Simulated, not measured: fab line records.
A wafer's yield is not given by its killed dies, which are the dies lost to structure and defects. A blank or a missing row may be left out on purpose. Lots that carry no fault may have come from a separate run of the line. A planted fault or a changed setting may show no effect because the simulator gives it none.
fab line records	flow gf180mcu
record lots=24	wafers=72	last-day=34
route steps=602 shown M1@321 V1@358 M2@366 V4@497 MIM@504
lots untouched by any fault: they come from a run of this same line in which no faults occurred
start-h: hours from the record's first day to the start of the lot's first wafer shown	wait-h: how many hours have passed since the lot's step before this one	" same as the row above	L1.1+2: one row covering several wafers at once	- no value, or no start given	* or withheld: withheld	< > ~ a bound
route shown NAME@n: NAME is a module with steps in the file, n the number in the route of the first one	usual: average and standard deviation across the fault-free wafers	same: alike in all rows	chamber/n: place in a boat	sites: the reading at each site	_std_site: the values' standard deviation	_edge_site: outer sites' mean less inner sites'	radius-mm: how far each site lies from the wafer's centre	mask NAME#n: copy n	behind: the tool/chamber that last shaped the wafer	hold: what put the lot on hold/how long, in hours/how the hold closed	device: names the non-switching transistor (n, p or np)	end of line: the route-end tests of the same wafers	a step without rows: its recipe alone	killed: not the wafer's yield, but the dies lost to structure and defects at the first sort	map: shows each die of a wafer: x if killed, . if not, _ if none is there
set.NAME: the run value of the setting; set.NAME@STEP: its run value at that earlier step	model.NAME: the simulator's own value behind a step, which no gauge read
a sample of lots followed through the steps of the route, with each step as a table and each wafer as a row
services: from which hour (start-h, from the record's first day; less than 0 if before it) a tool's chamber was out of use, for how many hours, and why
## steps
# step GF_M1_THK_MEAS_06
# recipe thk-meas-gauge=xrf	reads=AlCu_of_M1_SPUTTER_02
# usual M1_ALCU_THK=438/5.7
lot.wafer	tool	chamber	start-h	wait-h	M1_ALCU_THK[nm]
L074.2	film-metro-04	-	367.26	0.1	449
L074.5	"	-	"	"	446
L074.6	"	-	"	"	439
L075.1	film-metro-01	-	377.40	0.1	443
L075.3	"	-	"	"	441
L075.4	"	-	"	"	442
L076.2	film-metro-03	-	389.51	0.1	431
L076.4	"	-	"	"	426
L076.6	"	-	"	"	430
L077.1	film-metro-01	-	398.43	0.1	440
L077.5	"	-	"	"	443
L077.6	"	-	"	"	442
L078.3	film-metro-04	-	403.51	0.1	444
L078.4	"	-	"	"	435
L078.6	"	-	"	"	442
L079.1	film-metro-03	-	420.09	0.1	454
L079.3	"	-	"	"	446
L079.4	"	-	"	"	441
L080.1	film-metro-03	-	425.42	0.1	436
L080.5	"	-	"	"	444
L080.6	"	-	"	"	437
L081.1	film-metro-03	-	432.09	0.1	441
L081.2	"	-	"	"	438
L081.4	"	-	"	"	433
L082.3	film-metro-01	-	437.15	0.1	440
L082.4	"	-	"	"	441
L082.6	"	-	"	"	442
L083.1	film-metro-04	-	452.95	0.1	434
L083.3	"	-	"	"	444
L083.6	"	-	"	"	436
L084.3	film-metro-01	-	457.31	0.1	429
L084.5	"	-	"	"	434
L084.6	"	-	"	"	438
L085.4	film-metro-03	-	466.99	0.1	433
L085.5	"	-	"	"	435
L085.6	"	-	"	"	431
L086.1	film-metro-03	-	472.45	0.1	444
L086.3	"	-	"	"	437
L086.5	"	-	"	"	435
L087.2	film-metro-03	-	481.20	0.1	447
L087.5	"	-	"	"	445
L087.6	"	-	"	"	441
L088.2	film-metro-04	-	490.75	0.1	437
L088.3	"	-	"	"	430
L088.6	"	-	"	"	437
L089.2	film-metro-04	-	500.37	0.1	435
L089.4	"	-	"	"	437
L089.6	"	-	"	"	437
L090.1	film-metro-04	-	508.58	0.1	439
L090.3	"	-	"	"	445
L090.6	"	-	"	"	437
L091.1	film-metro-03	-	518.33	0.1	437
L091.2	"	-	"	"	430
L091.6	"	-	"	"	439
L092.3	film-metro-03	-	526.22	0.1	433
L092.5	"	-	"	"	434
L092.6	"	-	"	"	433
L093.1	film-metro-04	-	533.94	0.1	439
L093.3	"	-	"	"	431
L093.4	"	-	"	"	434
L094.2	film-metro-04	-	540.12	0.1	429
L094.3	"	-	"	"	423
L094.6	"	-	"	"	430
L095.2	film-metro-04	-	547.34	0.1	445
L095.4	"	-	"	"	439
L095.5	"	-	"	"	440
L096.1	film-metro-01	-	557.53	0.1	435
L096.4	"	-	"	"	436
L096.5	"	-	"	"	432
L097.3	film-metro-04	-	566.06	0.1	450
L097.4	"	-	"	"	441
L097.6	"	-	"	"	451
# step GF_V1_CVD_23
# recipe material=W	target-thk-nm=350	time-s=105.05	temp-c=400	pressure-torr=41.88
# usual heater-power-w=892/46
lot.wafer	tool	chamber	start-h	wait-h	heater-power-w
L074.2	cvd-w-02	0	415.75	0.0	914
L074.5	"	0	"	"	965
L074.6	"	1	"	"	826
L075.1	cvd-w-02	1	425.76	0.0	833
L075.3	"	1	"	"	814
L075.4	"	0	"	"	935
L076.2	cvd-w-02	0	439.15	0.0	918
L076.4	"	1	"	"	849
L076.6	"	1	"	"	851
L077.1	cvd-w-02	1	449.49	0.0	866
L077.5	"	1	"	"	844
L077.6	"	0	"	"	928
L078.3	cvd-w-02	1	453.98	0.1	847
L078.4	"	0	"	"	920
L078.6	"	0	"	"	926
L079.1	cvd-w-02	0	471.02	0.0	901
L079.3	"	1	"	"	871
L079.4	"	0	"	"	941
L080.1	cvd-w-01	0	476.10	0.0	924
L080.5	"	0	"	"	931
L080.6	"	1	"	"	853
L081.1	cvd-w-02	0	483.37	0.0	925
L081.2	"	1	"	"	835
L081.4	"	1	"	"	855
L082.3	cvd-w-02	0	487.75	0.1	942
L082.4	"	1	"	"	844
L082.6	"	0	"	"	949
L083.1	cvd-w-02	1	503.39	0.0	860
L083.3	"	1	"	"	835
L083.6	"	1	"	"	837
L084.3	cvd-w-01	0	508.20	0.1	901
L084.5	"	1	"	"	847
L084.6	"	0	"	"	912
L085.4	cvd-w-02	0	517.70	0.1	952
L085.5	"	0	"	"	931
L085.6	"	1	"	"	856
L086.1	cvd-w-02	0	521.27	0.0	951
L086.3	"	1	"	"	831
L086.5	"	1	"	"	858
L087.2	cvd-w-02	1	530.05	0.0	852
L087.5	"	1	"	"	826
L087.6	"	0	"	"	931
L088.2	cvd-w-01	0	539.36	0.0	937
L088.3	"	0	"	"	922
L088.6	"	1	"	"	837
L089.2	cvd-w-02	1	549.07	0.0	852
L089.4	"	1	"	"	853
L089.6	"	0	"	"	960
L090.1	cvd-w-01	1	556.44	0.0	843
L090.3	"	1	"	"	859
L090.6	"	1	"	"	868
L091.1	cvd-w-02	1	565.46	0.0	867
L091.2	"	0	"	"	925
L091.6	"	0	"	"	956
L092.3	cvd-w-02	0	573.98	0.1	935
L092.5	"	1	"	"	845
L092.6	"	0	"	"	944
L093.1	cvd-w-01	0	580.50	0.0	942
L093.3	"	1	"	"	836
L093.4	"	0	"	"	918
L094.2	cvd-w-02	0	586.56	0.0	948
L094.3	"	0	"	"	946
L094.6	"	0	"	"	953
L095.2	cvd-w-02	1	593.77	0.0	836
L095.4	"	1	"	"	849
L095.5	"	1	"	"	846
L096.1	cvd-w-02	0	602.98	0.0	932
L096.4	"	1	"	"	839
L096.5	"	1	"	"	862
L097.3	cvd-w-02	0	610.39	0.1	934
L097.4	"	1	"	"	842
L097.6	"	0	"	"	960
# step GF_M2_SPUTTER_04
# recipe material=TiN	target-thk-nm=50	power-w=6500	time-s=41.7	chamber-pressure-pa=0.4
# usual throttle-valve-pct=30.1/0.76
lot.wafer	tool	chamber	start-h	wait-h	throttle-valve-pct
L074.2	pvd-sputter-03	-	416.53	0.0	29.8
L074.5	"	-	"	"	29.6
L074.6	"	-	"	"	30.4
L075.1	pvd-sputter-03	-	426.53	0.0	29.6
L075.3	"	-	"	"	29.4
L075.4	"	-	"	"	29.7
L076.2	pvd-sputter-03	-	439.92	0.0	29.6
L076.4	"	-	"	"	30.0
L076.6	"	-	"	"	29.8
L077.1	pvd-sputter-03	-	450.26	0.0	29.4
L077.5	"	-	"	"	29.3
L077.6	"	-	"	"	29.7
L078.3	pvd-sputter-04	-	454.71	0.0	29.7
L078.4	"	-	"	"	29.2
L078.6	"	-	"	"	29.2
L079.1	pvd-sputter-03	-	476.11	0.0	29.9
L079.3	"	-	"	"	29.6
L079.4	"	-	"	"	30.5
L080.1	pvd-sputter-03	-	476.87	0.0	29.7
L080.5	"	-	"	"	30.7
L080.6	"	-	"	"	29.8
L081.1	pvd-sputter-02	-	484.15	0.0	30.2
L081.2	"	-	"	"	31.6
L081.4	"	-	"	"	30.8
L082.3	pvd-sputter-02	-	488.49	0.0	31.0
L082.4	"	-	"	"	31.5
L082.6	"	-	"	"	31.4
L083.1	pvd-sputter-03	-	504.16	0.0	29.8
L083.3	"	-	"	"	29.1
L083.6	"	-	"	"	30.6
L084.3	pvd-sputter-04	-	508.94	0.0	29.2
L084.5	"	-	"	"	29.0
L084.6	"	-	"	"	30.2
L085.4	pvd-sputter-02	-	518.47	0.0	31.5
L085.5	"	-	"	"	31.5
L085.6	"	-	"	"	29.4
L086.1	pvd-sputter-02	-	522.04	0.0	29.2
L086.3	"	-	"	"	30.2
L086.5	"	-	"	"	29.1
L087.2	pvd-sputter-03	-	530.83	0.0	30.8
L087.5	"	-	"	"	29.9
L087.6	"	-	"	"	29.7
L088.2	pvd-sputter-02	-	540.15	0.0	30.2
L088.3	"	-	"	"	31.3
L088.6	"	-	"	"	31.7
L089.2	pvd-sputter-03	-	549.84	0.0	29.4
L089.4	"	-	"	"	30.4
L089.6	"	-	"	"	29.7
L090.1	pvd-sputter-02	-	557.23	0.0	31.6
L090.3	"	-	"	"	30.3
L090.6	"	-	"	"	29.3
L091.1	pvd-sputter-04	-	566.23	0.0	29.9
L091.2	"	-	"	"	29.2
L091.6	"	-	"	"	29.1
L092.3	pvd-sputter-03	-	574.78	0.0	30.6
L092.5	"	-	"	"	30.8
L092.6	"	-	"	"	29.9
L093.1	pvd-sputter-02	-	581.27	0.0	30.5
L093.3	"	-	"	"	31.6
L093.4	"	-	"	"	31.0
L094.2	pvd-sputter-04	-	587.33	0.0	29.3
L094.3	"	-	"	"	29.2
L094.6	"	-	"	"	30.7
L095.2	pvd-sputter-02	-	594.54	0.0	31.8
L095.4	"	-	"	"	30.3
L095.5	"	-	"	"	30.2
L096.1	pvd-sputter-04	-	603.75	0.0	29.0
L096.4	"	-	"	"	29.1
L096.5	"	-	"	"	28.9
L097.3	pvd-sputter-04	-	611.13	0.0	30.3
L097.4	"	-	"	"	29.3
L097.6	"	-	"	"	29.7
# step GF_M2_CD_MEAS_14
# recipe target-cd-nm=280
# usual cd-nm=280.3/1.1
lot.wafer	tool	chamber	start-h	wait-h	cd-nm
L074.2	cd-sem-01	-	440.87	0.1	279.3
L074.5	"	-	"	"	281.2
L074.6	"	-	"	"	278.9
L075.1	cd-sem-01	-	450.49	0.1	279.0
L075.3	"	-	"	"	279.6
L075.4	"	-	"	"	279.2
L076.2	cd-sem-02	-	464.81	0.1	280.4
L076.4	"	-	"	"	280.3
L076.6	"	-	"	"	280.7
L077.1	cd-sem-02	-	474.54	0.1	279.2
L077.5	"	-	"	"	281.7
L077.6	"	-	"	"	280.2
L078.3	cd-sem-01	-	478.73	0.1	282.3
L078.4	"	-	"	"	282.2
L078.6	"	-	"	"	282.2
L079.1	cd-sem-01	-	499.97	0.1	281.7
L079.3	"	-	"	"	279.9
L079.4	"	-	"	"	281.6
L080.1	cd-sem-01	-	501.09	0.1	280.1
L080.5	"	-	"	"	280.4
L080.6	"	-	"	"	280.3
L081.1	cd-sem-01	-	507.94	0.1	280.1
L081.2	"	-	"	"	281.1
L081.4	"	-	"	"	281.8
L082.3	cd-sem-02	-	512.06	0.1	280.3
L082.4	"	-	"	"	279.8
L082.6	"	-	"	"	280.5
L083.1	cd-sem-01	-	527.34	0.1	280.3
L083.3	"	-	"	"	281.2
L083.6	"	-	"	"	280.7
L084.3	cd-sem-02	-	532.49	0.1	281.8
L084.5	"	-	"	"	280.7
L084.6	"	-	"	"	281.1
L085.4	cd-sem-01	-	541.61	0.1	280.9
L085.5	"	-	"	"	280.6
L085.6	"	-	"	"	281.6
L086.1	cd-sem-01	-	544.65	0.1	281.0
L086.3	"	-	"	"	281.2
L086.5	"	-	"	"	281.7
L087.2	cd-sem-02	-	552.87	0.1	281.0
L087.5	"	-	"	"	280.2
L087.6	"	-	"	"	281.7
L088.2	cd-sem-02	-	562.84	0.1	279.0
L088.3	"	-	"	"	276.8
L088.6	"	-	"	"	277.4
L089.2	cd-sem-01	-	571.91	0.1	279.8
L089.4	"	-	"	"	280.2
L089.6	"	-	"	"	280.4
L090.1	cd-sem-02	-	579.05	0.1	279.6
L090.3	"	-	"	"	279.6
L090.6	"	-	"	"	280.3
L091.1	cd-sem-02	-	587.50	0.1	281.5
L091.2	"	-	"	"	281.2
L091.6	"	-	"	"	281.8
L092.3	cd-sem-01	-	596.51	0.1	280.6
L092.5	"	-	"	"	279.1
L092.6	"	-	"	"	279.8
L093.1	cd-sem-01	-	602.32	0.1	280.6
L093.3	"	-	"	"	281.4
L093.4	"	-	"	"	280.7
L094.2	cd-sem-02	-	608.57	0.1	278.7
L094.3	"	-	"	"	279.1
L094.6	"	-	"	"	279.7
L095.2	cd-sem-02	-	615.91	0.1	279.2
L095.4	"	-	"	"	279.5
L095.5	"	-	"	"	279.4
L096.1	cd-sem-02	-	624.70	0.1	279.6
L096.4	"	-	"	"	279.2
L096.5	"	-	"	"	280.0
L097.3	cd-sem-01	-	631.48	0.1	280.9
L097.4	"	-	"	"	280.3
L097.6	"	-	"	"	279.9
# step GF_V4_SPUTTER_21
# recipe material=Ti	target-thk-nm=15	chamber-pressure-pa=5	power-w=2500	substrate-temp-c=200	time-s=80.02
# usual throttle-valve-pct=30.0/0.61
lot.wafer	tool	chamber	start-h	wait-h	throttle-valve-pct
L074.2	pvd-sputter-02	-	566.52	0.0	29.2
L074.5	"	-	"	"	31.2
L074.6	"	-	"	"	30.4
L075.1	pvd-sputter-02	-	575.41	0.0	30.3
L075.3	"	-	"	"	31.4
L075.4	"	-	"	"	29.3
L076.2	pvd-sputter-03	-	587.91	0.0	30.6
L076.4	"	-	"	"	29.7
L076.6	"	-	"	"	29.8
L077.1	pvd-sputter-01	-	597.67	0.0	29.6
L077.5	"	-	"	"	29.3
L077.6	"	-	"	"	30.4
L078.3	pvd-sputter-01	-	599.76	0.0	30.1
L078.4	"	-	"	"	29.4
L078.6	"	-	"	"	29.9
L079.1	pvd-sputter-01	-	618.64	0.0	30.1
L079.3	"	-	"	"	29.8
L079.4	"	-	"	"	29.7
L080.1	pvd-sputter-03	-	622.13	0.0	29.5
L080.5	"	-	"	"	30.6
L080.6	"	-	"	"	29.7
L081.1	pvd-sputter-03	-	627.37	0.0	29.9
L081.2	"	-	"	"	29.4
L081.4	"	-	"	"	30.5
L082.3	pvd-sputter-01	-	628.83	0.0	30.5
L082.4	"	-	"	"	29.6
L082.6	"	-	"	"	29.6
L083.1	pvd-sputter-01	-	643.47	0.0	30.0
L083.3	"	-	"	"	29.5
L083.6	"	-	"	"	30.1
L084.3	pvd-sputter-01	-	648.93	0.0	29.9
L084.5	"	-	"	"	30.1
L084.6	"	-	"	"	29.7
L085.4	pvd-sputter-02	-	654.35	0.0	30.9
L085.5	"	-	"	"	29.1
L085.6	"	-	"	"	30.3
L086.1	pvd-sputter-03	-	657.50	0.0	29.7
L086.3	"	-	"	"	29.7
L086.5	"	-	"	"	29.3
L087.2	pvd-sputter-01	-	663.95	0.0	30.3
L087.5	"	-	"	"	29.8
L087.6	"	-	"	"	29.9
L088.2	pvd-sputter-02	-	673.32	0.0	31.5
L088.3	"	-	"	"	30.4
L088.6	"	-	"	"	31.7
L089.2	pvd-sputter-02	-	683.05	0.0	29.2
L089.4	"	-	"	"	31.5
L089.6	"	-	"	"	30.1
L090.1	pvd-sputter-01	-	688.26	0.0	30.0
L090.3	"	-	"	"	30.2
L090.6	"	-	"	"	30.0
L091.1	pvd-sputter-01	-	695.70	0.0	29.8
L091.2	"	-	"	"	29.4
L091.6	"	-	"	"	29.5
L092.3	pvd-sputter-03	-	704.72	0.0	29.6
L092.5	"	-	"	"	30.7
L092.6	"	-	"	"	29.8
L093.1	pvd-sputter-01	-	710.76	0.0	29.6
L093.3	"	-	"	"	30.0
L093.4	"	-	"	"	29.5
L094.2	pvd-sputter-01	-	714.80	0.0	29.5
L094.3	"	-	"	"	29.8
L094.6	"	-	"	"	29.7
L095.2	pvd-sputter-02	-	719.98	0.0	30.3
L095.4	"	-	"	"	31.1
L095.5	"	-	"	"	30.4
L096.1	pvd-sputter-02	-	726.79	0.0	31.0
L096.4	"	-	"	"	31.4
L096.5	"	-	"	"	30.1
L097.3	pvd-sputter-01	-	732.38	0.0	29.7
L097.4	"	-	"	"	29.3
L097.6	"	-	"	"	29.5
# step GF_MIM_SPUTTER_01
# recipe material=TiN	target-thk-nm=30	power-w=6500	time-s=25	chamber-pressure-pa=0.4
# usual throttle-valve-pct=29.8/0.47
lot.wafer	tool	chamber	start-h	wait-h	throttle-valve-pct
L074.2	pvd-sputter-03	-	567.31	0.1	29.8
L074.5	"	-	"	"	29.9
L074.6	"	-	"	"	29.5
L075.1	pvd-sputter-04	-	576.20	0.1	29.2
L075.3	"	-	"	"	30.3
L075.4	"	-	"	"	30.1
L076.2	pvd-sputter-04	-	588.70	0.1	29.1
L076.4	"	-	"	"	30.3
L076.6	"	-	"	"	29.4
L077.1	pvd-sputter-04	-	598.46	0.1	30.3
L077.5	"	-	"	"	30.6
L077.6	"	-	"	"	29.4
L078.3	pvd-sputter-03	-	600.55	0.1	29.2
L078.4	"	-	"	"	29.8
L078.6	"	-	"	"	29.5
L079.1	pvd-sputter-04	-	619.44	0.1	29.3
L079.3	"	-	"	"	29.1
L079.4	"	-	"	"	30.2
L080.1	pvd-sputter-01	-	622.92	0.1	29.9
L080.5	"	-	"	"	29.7
L080.6	"	-	"	"	29.7
L081.1	pvd-sputter-03	-	628.16	0.1	29.1
L081.2	"	-	"	"	29.8
L081.4	"	-	"	"	29.9
L082.3	pvd-sputter-03	-	629.62	0.1	30.0
L082.4	"	-	"	"	30.1
L082.6	"	-	"	"	29.9
L083.1	pvd-sputter-04	-	644.27	0.1	29.2
L083.3	"	-	"	"	30.0
L083.6	"	-	"	"	30.4
L084.3	pvd-sputter-03	-	649.72	0.1	30.6
L084.5	"	-	"	"	29.9
L084.6	"	-	"	"	29.2
L085.4	pvd-sputter-01	-	655.11	0.1	29.7
L085.5	"	-	"	"	30.2
L085.6	"	-	"	"	29.6
L086.1	pvd-sputter-01	-	658.30	0.1	30.1
L086.3	"	-	"	"	29.5
L086.5	"	-	"	"	29.6
L087.2	pvd-sputter-04	-	664.74	0.1	30.3
L087.5	"	-	"	"	29.3
L087.6	"	-	"	"	30.0
L088.2	pvd-sputter-01	-	674.11	0.1	29.7
L088.3	"	-	"	"	30.4
L088.6	"	-	"	"	29.6
L089.2	pvd-sputter-03	-	683.85	0.1	30.1
L089.4	"	-	"	"	30.0
L089.6	"	-	"	"	30.5
L090.1	pvd-sputter-01	-	689.06	0.1	30.1
L090.3	"	-	"	"	29.8
L090.6	"	-	"	"	30.0
L091.1	pvd-sputter-04	-	696.50	0.1	30.0
L091.2	"	-	"	"	29.1
L091.6	"	-	"	"	29.9
L092.3	pvd-sputter-03	-	705.63	0.1	30.5
L092.5	"	-	"	"	30.4
L092.6	"	-	"	"	29.8
L093.1	pvd-sputter-01	-	711.56	0.1	29.8
L093.3	"	-	"	"	29.6
L093.4	"	-	"	"	30.3
L094.2	pvd-sputter-03	-	715.59	0.1	30.8
L094.3	"	-	"	"	29.9
L094.6	"	-	"	"	29.8
L095.2	pvd-sputter-04	-	724.38	0.1	29.8
L095.4	"	-	"	"	29.2
L095.5	"	-	"	"	28.9
L096.1	pvd-sputter-04	-	727.58	0.1	29.1
L096.4	"	-	"	"	29.3
L096.5	"	-	"	"	29.2
L097.3	pvd-sputter-03	-	733.17	0.1	29.2
L097.4	"	-	"	"	29.4
L097.6	"	-	"	"	30.2
## services
tool	chamber	start-h	hours	kind
cvd-w-01	-	404.00	28.1	pm
pvd-sputter-02	-	437.09	8.5	repair
pvd-sputter-04	-	474.13	4.7	repair
cvd-w-01	-	501.24	2.8	pm
pvd-sputter-04	-	515.51	19.3	repair
pvd-sputter-04	-	551.54	1.4	repair
pvd-sputter-01	2	555.36	-	consumable-replace:kit
cvd-w-01	-	567.49	0.4	repair
pvd-sputter-03	3	573.92	-	consumable-replace:kit
pvd-sputter-03	3	573.92	18.0	scheduled-down
pvd-sputter-03	3	573.92	18.0	vent-cycle
pvd-sputter-01	-	586.78	4.7	repair
cvd-w-02	-	630.60	6.9	pm
cvd-w-02	-	649.63	1.7	repair
pvd-sputter-04	-	661.52	0.6	repair
pvd-sputter-03	-	687.41	3.9	repair
cvd-w-01	1	698.57	9.0	repair
pvd-sputter-03	-	700.93	3.2	repair
pvd-sputter-02	-	704.46	1.0	repair
pvd-sputter-04	-	709.45	4.9	repair
cvd-w-02	-	710.29	14.6	pm
cvd-w-01	1	715.66	9.2	repair
cvd-w-01	0	719.07	4.3	repair
pvd-sputter-03	2	719.09	-	consumable-replace:kit
## key
fault none
